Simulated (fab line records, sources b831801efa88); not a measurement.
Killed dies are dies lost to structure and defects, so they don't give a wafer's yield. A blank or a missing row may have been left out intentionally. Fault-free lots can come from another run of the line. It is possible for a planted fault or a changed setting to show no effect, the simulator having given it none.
8D (eight disciplines) problem report, filled in by code | flow gf180mcu | the parts of the form that need people (team, actions taken, sign-off) are left out

## 1. WHAT WENT WRONG
MIM_ALCU_RS at GF_MIM_RS_MEAS_10 reads a mean of 0.1457 ohm/sq on 1 wafer of 1 lot; wafers without a fault read 0.1600 ohm/sq with a standard deviation of 0.0013. Measured from the usual mean, that is -11 standard deviations.
The step: measures by four-point-probe.
Earliest sighting: wafer L800.6 on film metro-03 at day 30 17:31. Wafers with a number at this step in the record: 30, from 10 lots. The rule behind "out" and "out of limits": a value lying over 4 standard deviations away from the usual mean. The rest of the wafers with a number are treated as sound.

## 2. WHAT IT IS, WHAT IT ISN'T
question                    | is                | is not
which readings at this step | MIM_ALCU_RS       | -
which lots                  | L800              | L781, L782, L784, L785, L787, L792, L793, L795, L796
which wafers of those lots  | L800.6            | L800.1, L800.2
read on which gauges        | film metro-03     | film metro-02, film metro-04
when                        | from day 30 17:31 | up to then (29 sound wafers)

## 3. WHAT RULES OUT EACH SUSPECT
Counting: if a tool at a process step up to the reading ran every lot that is out, it stays a suspect. Sound lots after the first of them don't rule it out here, since some wafers of a struck lot are sound.
- ruled out: the gauge at GF_MIM_RS_MEAS_10. All the wafers that are out were read on film metro-03, but those of them that GF_MIM_SPUTTER_08 has rows for are out there too, on other tools.
- rie diel-02 at GF_V4_ETCH_17 (etches SiO2 in C4F8/O2/Ar, stops on TiN, target depth 630 nm): kept. It processed L800, the lot that is out, at day 30 17:27, and its most recent sound lot before then was L792 at day 28 04:07. GF_V4_ETCH_17 gives no start for some lots, so the hours and the order of its lots are those of GF_MIM_SPUTTER_08.
- pvd sputter-04 at GF_MIM_SPUTTER_08 (material AlCu, target thk 200 nm, time 10.6 s): kept. It processed L800, the lot that is out, at day 30 17:27, and its most recent sound lot before then was L796 at day 29 18:40. Its own readings are out on those wafers: cathode dc power W.
- rie diel-02, GF_V4_ETCH_17: wafers that are out in chamber 0, sound lot-mates in chambers 1, 2.
After counting, rie diel-02 at GF_V4_ETCH_17 and pvd sputter-04 at GF_MIM_SPUTTER_08 remain.

## 4. THE CAUSE (what the simulator had put in)
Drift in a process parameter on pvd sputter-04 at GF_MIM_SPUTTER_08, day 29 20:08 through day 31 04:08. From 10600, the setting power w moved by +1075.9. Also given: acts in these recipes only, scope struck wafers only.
Counting left 2 suspects, and this tool is among them.

## 5. THE CHAIN OF EFFECTS, in route order
One row per reading whose mean, taken over the struck wafers that have a number, lies over 3 standard deviations from the usual. Only readings for which the record gives a usual standard deviation are gone through. hours: the time from each lot's start at the first step in this table that gives one to its start at this step, as a median over the lots. sigmas: the change in usual standard deviations.
hours | step                 | reading            | usual         | on struck wafers | change  | sigmas
0     | GF_MIM_SPUTTER_08    | cathode dc power W | 10600 W       | 11672            | +1072   | +99 or more
0     | GF_MIM_RS_MEAS_10    | MIM_ALCU_RS        | 0.1600 ohm/sq | 0.1457           | -0.0143 | -11
0     | GF_MIM_THK_MEAS_11   | MIM_ALCU_THK       | 197.0 nm      | 213.4            | +16.4   | +9.1
18    | GF_MIM_METAL_ETCH_19 | oes product au     | 0.942 a.u.    | 0.973            | +0.031  | +5.1
18    | GF_MIM_METAL_ETCH_19 | throttle valve pct | 28.281 %      | 28.241           | -0.040  | -4.0
Its process steps:
- GF_MIM_SPUTTER_08: material AlCu, target thk 200 nm, time 10.6 s.
- GF_MIM_METAL_ETCH_19: etches the open film in Cl2/BCl3, stops on Si3N4, target depth 324.5 nm, time 54.1 s.

## 6. WHAT WOULD HAVE CAUGHT IT SOONER
In this record the first reading out of limits at a measuring or inspecting step was taken at day 30 17:31, 21 hours after the fault began at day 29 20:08.
At GF_MIM_SPUTTER_08, the tool's own readings (cathode dc power W) were out on each struck wafer the step has a row for, so an alarm limit on them would have fired on the first such wafer.
By day 30 17:31 the whole set of lots that are out, 1 in number, had already begun GF_MIM_SPUTTER_08 on pvd sputter-04. Had the tool been put on hold then, not one of them would have been saved.
